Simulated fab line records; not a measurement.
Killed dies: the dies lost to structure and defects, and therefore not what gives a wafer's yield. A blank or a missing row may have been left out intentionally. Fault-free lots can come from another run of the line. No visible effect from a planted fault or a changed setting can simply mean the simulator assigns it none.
A lot that was struck, set against a sound lot ; flow sky130 ; 15 steps out of a route of 708
Sound: wafers L465.2, L465.5, L465.6. Struck: wafers L471.3, L471.5, L471.6. At the end, the cause is stated.
Order at every step that has rows: each side's tool, ch and its chambers, its first start. Under that, the readings that differ: sound wafers ; struck wafers ; difference of the means ; sigmas: that difference in standard deviations of wafers without a fault.
alike: readings whose means differ by less than 2 such deviations, and words and numbers that are the same on both sides. not compared: withheld readings, readings that some wafer has no value for, bounds like >300 that may hide the same value, and numbers for which the record gives no deviation and whose values overlap.
Wherever a step has rows on one side only, a row that says differs or no value, or a row with sigmas, the two part there. Non-overlapping numbers with no deviation appear without sigmas and do not part them. A reading that every wafer of one side lacks parts them only if that side has two wafers or more.

SKY_LDD_HVP_OVL_MEAS_07:
  sound on overlay-02 at day 22 19:05; struck on overlay-01 at day 25 01:01
  alike: LDD_HVP_OVL
next, for these wafers, 1 step has no rows: SKY_LDD_HVP_IMPLANT_08.
SKY_LDD_HVP_STRIP_09: strips in O2/N2.
  sound on plasmaAsher-02 ch 0,1, day 22 19:16; struck on plasmaAsher-04 ch 0,1, day 25 01:14
  alike: drypumpMotorCurrentA, oesProductAu, stripTimeToEndpointS
  not compared: rfHoursCounterH
SKY_LDD_HVP_TW_MEAS_10:
  sound on filmMetro-02 at day 22 19:22; struck on filmMetro-03 at day 25 01:19
  alike: LDD_HVP_TW
then, 7 steps without rows for these wafers: SKY_LDD_LDN_DEHYDRATE_00 (time 60 s); SKY_LDD_LDN_HMDS_01 (prime time 60 s); SKY_LDD_LDN_COAT_02 (resist thk 1140 nm); SKY_LDD_LDN_SOFTBAKE_03 (time 60 s); SKY_LDD_LDN_EXPOSE_04 (exposes mask LDNTM, target cd 700 nm); SKY_LDD_LDN_PEB_05; SKY_LDD_LDN_DEVELOP_06 (develop time 60 s).
SKY_LDD_LDN_OVL_MEAS_07:
  sound on overlay-02 at day 24 01:17; struck on overlay-01 at day 26 06:53
  alike: LDD_LDN_OVL
SKY_LDD_LDN_IMPLANT_08:
  sound on implanter-03 ch 0, day 24 01:20; struck on implanter-02 ch 0, day 26 06:58
reading;sound;struck;difference;sigmas
rotationDeg (degrees);23.004 23.031 23.028;128.56 128.53 128.53;+105.52;+99 or more
  alike: beamEnergyKeV
next, for these wafers, 1 step has no rows: SKY_LDD_LDN_IMPLANT_09.
-- a jump in the record: the struck wafers' starts before and after are 22 days apart (it breaks off in module LDD_LDN and resumes in module PAD_OPEN, where the first step shown is number 708 of the route) --
SKY_PAD_OPEN_PROBE_99:
  sound on prober-01 at day 46 16:04; struck on prober-02 at day 48 08:13
  alike: killed_at_M0_to_M3, killed_at_M4_up, killedAtContacts, killedAtFrontEnd, killedAtOther, killedDies, killedOpen, killedShort

== WHERE THEY PART ==
SKY_LDD_LDN_IMPLANT_08 only, going by this record. Later steps at which nothing parts them and some readings are alike: SKY_PAD_OPEN_PROBE_99.

WHY: whatever the simulator had introduced
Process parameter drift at SKY_LDD_LDN_IMPLANT_08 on implanter-02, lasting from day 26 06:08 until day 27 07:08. A move of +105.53 in setting rotationDeg, from 23. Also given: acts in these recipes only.
